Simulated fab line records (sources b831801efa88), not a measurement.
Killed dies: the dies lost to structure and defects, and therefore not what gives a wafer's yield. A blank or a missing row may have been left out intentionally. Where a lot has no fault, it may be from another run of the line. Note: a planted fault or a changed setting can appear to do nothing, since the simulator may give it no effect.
Comparing a struck lot with a sound one	flow sky130	17 steps out of a route of 708
Sound: these wafers, L894.2, L894.4, L894.5. The struck wafers were L905.3, L905.4, L905.5. Last of all comes the cause.
Order at every step that has rows: each side's tool, ch and its chambers, its first start. Under that, the readings that differ: sound wafers	struck wafers	difference of the means	sigmas: that difference in standard deviations of wafers without a fault.
alike: readings with means less than 2 such deviations apart, plus words and numbers identical on both sides. not compared: withheld readings, readings lacking a value on some wafer, bounds such as >300 that could conceal the same value, and numbers that have no deviation in the record and whose values overlap.
The two part at a step that has a row with sigmas, a row that says differs or no value, or rows on one side only. Numbers that don't overlap but have no deviation are shown without sigmas and don't part them. Lack of a reading on every wafer of one side parts them only where that side has two or more wafers.

SKY_LDD_HVN_OVL_MEAS_07:
  sound on overlay-01, day 23 11:56; struck on overlay-01, day 26 18:33
  alike: LDD_HVN_OVL
next, for these wafers, 1 step has no rows: SKY_LDD_HVN_IMPLANT_08.
SKY_LDD_HVN_STRIP_09: strips in O2/N2.
  sound on plasma_asher-04 ch 0,1, day 23 12:07; struck on plasma_asher-04 ch 0,1, day 26 18:46
  alike: drypump_motor_current_A, o2_flow_sccm, oes_product_au, strip_time_to_endpoint_s
  not compared: rf_hours_counter_h
SKY_LDD_HVN_TW_MEAS_10:
  sound on film_metro-01, day 23 12:14; struck on film_metro-01, day 26 18:51
  alike: LDD_HVN_TW
then, 7 steps without rows for these wafers: SKY_LDD_HVP_DEHYDRATE_00 (time 60 s); SKY_LDD_HVP_HMDS_01 (prime time 60 s); SKY_LDD_HVP_COAT_02 (resist thk 300 nm); SKY_LDD_HVP_SOFTBAKE_03 (time 60 s); SKY_LDD_HVP_EXPOSE_04 (exposes mask HVPTM, target cd 700 nm); SKY_LDD_HVP_PEB_05; SKY_LDD_HVP_DEVELOP_06 (develop time 60 s).
SKY_LDD_HVP_OVL_MEAS_07:
  sound on overlay-01, day 24 18:08; struck on overlay-02, day 27 23:21
  alike: LDD_HVP_OVL
SKY_LDD_HVP_IMPLANT_08:
  sound on implanter-01 ch 0, day 24 18:12; struck on implanter-02 ch 0, day 27 23:26
reading	sound	struck	difference	sigmas
tilt_deg (degrees)	17.879 17.866 17.906	-0.006 -0.001 0.011	-17.882	-99 or more
  alike: dose_ions_cm2
SKY_LDD_HVP_STRIP_09: strips in O2/N2.
  sound on plasma_asher-03 ch 0,1, day 24 18:19; struck on plasma_asher-03 ch 0,1, day 27 23:34
  alike: drypump_motor_current_A, o2_flow_sccm, oes_product_au, strip_time_to_endpoint_s
  not compared: rf_hours_counter_h
SKY_LDD_HVP_TW_MEAS_10:
  sound on film_metro-02, day 24 18:26; struck on film_metro-02, day 27 23:39
reading	sound	struck	difference	sigmas
LDD_HVP_TW	453 454 451	404 403 403	-49	-15
then, 1 step without rows for these wafers: SKY_LDD_LDN_DEHYDRATE_00 (time 60 s).
-- here the record skips 22 days between the struck wafers' starts before and after, leaving off in module LDD_LDN and picking up in module PAD_OPEN (first step shown: number 708 of the route) --
SKY_PAD_OPEN_PROBE_99:
  sound on prober-02, day 47 15:24; struck on prober-01, day 49 18:31
reading	sound	struck	difference	sigmas
model.etest.tip_p_5v.rs_ohm_sq	2931 2911 2900	2677 2689 2669	-236	
  alike: killed_at_M0_to_M3, killed_at_M4_up, killed_at_contacts, killed_at_front_end, killed_at_other, killed_dies, killed_open, killed_short

## WHERE THEY PART
First at SKY_LDD_HVP_IMPLANT_08; last, within this record, at SKY_LDD_HVP_TW_MEAS_10. Later steps at which nothing parts them and some readings are alike: SKY_PAD_OPEN_PROBE_99.

WHY: what the simulator had put in
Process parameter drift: implanter-02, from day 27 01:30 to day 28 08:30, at SKY_LDD_HVP_IMPLANT_08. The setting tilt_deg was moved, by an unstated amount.
